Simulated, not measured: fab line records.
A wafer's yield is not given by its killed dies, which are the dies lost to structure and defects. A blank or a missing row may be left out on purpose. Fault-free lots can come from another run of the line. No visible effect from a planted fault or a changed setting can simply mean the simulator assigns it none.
Matching of chambers :: flow gf180mcu :: GF_V3_ETCH_16 on rieDiel-04: 4 sister chambers
The step etches BARC in N2/H2. 4 wafers are shown with their chamber, then 7 later ones without.

## WAFERS, EACH WITH ITS CHAMBER
wafer: L912.6
chamber: 1
drypumpMotorCurrentA (A): 5.6

wafer: L913.1
chamber: 3
drypumpMotorCurrentA (A): 5.8

wafer: L918.2
chamber: 2
drypumpMotorCurrentA (A): 5.1

wafer: L918.4
chamber: 0
drypumpMotorCurrentA (A): 4.9

## WAFERS WITHOUT THEIR CHAMBER
wafer: L918.6
drypumpMotorCurrentA (A): 5.8

wafer: L919.1
drypumpMotorCurrentA (A): 5.9

wafer: L919.2
drypumpMotorCurrentA (A): 5.1

wafer: L919.5
drypumpMotorCurrentA (A): 5.2

wafer: L920.1
drypumpMotorCurrentA (A): 5.6

wafer: L920.3
drypumpMotorCurrentA (A): 5.2

wafer: L920.6
drypumpMotorCurrentA (A): 5.8

## EACH ONE'S CHAMBER
wafer: L918.6
from the rows above: 3
in truth: 3

wafer: L919.1
from the rows above: 3
in truth: 3

wafer: L919.2
from the rows above: 2
in truth: 2

wafer: L919.5
from the rows above: 2
in truth: 2

wafer: L920.1
from the rows above: 1
in truth: 1

wafer: L920.3
from the rows above: 2
in truth: 2

wafer: L920.6
from the rows above: 3
in truth: 3
Correctly placed: 7 of 7. Not placeable from these rows: 0. Wrongly placed: 0.
How it was worked out, from the rows above alone: a wafer's distance from a chamber is the root of the sum, over the readings, of the square of ((its reading less the chamber's mean) divided by the reading's scatter). The wafer belongs to the nearest chamber; if the next one is less than 2 further off, it can't be placed. A chamber's mean is the mean of its shown wafers. The scatter (one wafer shown for each chamber): square how far every hidden wafer sits from the nearest shown wafer, average those squares and take the square root.
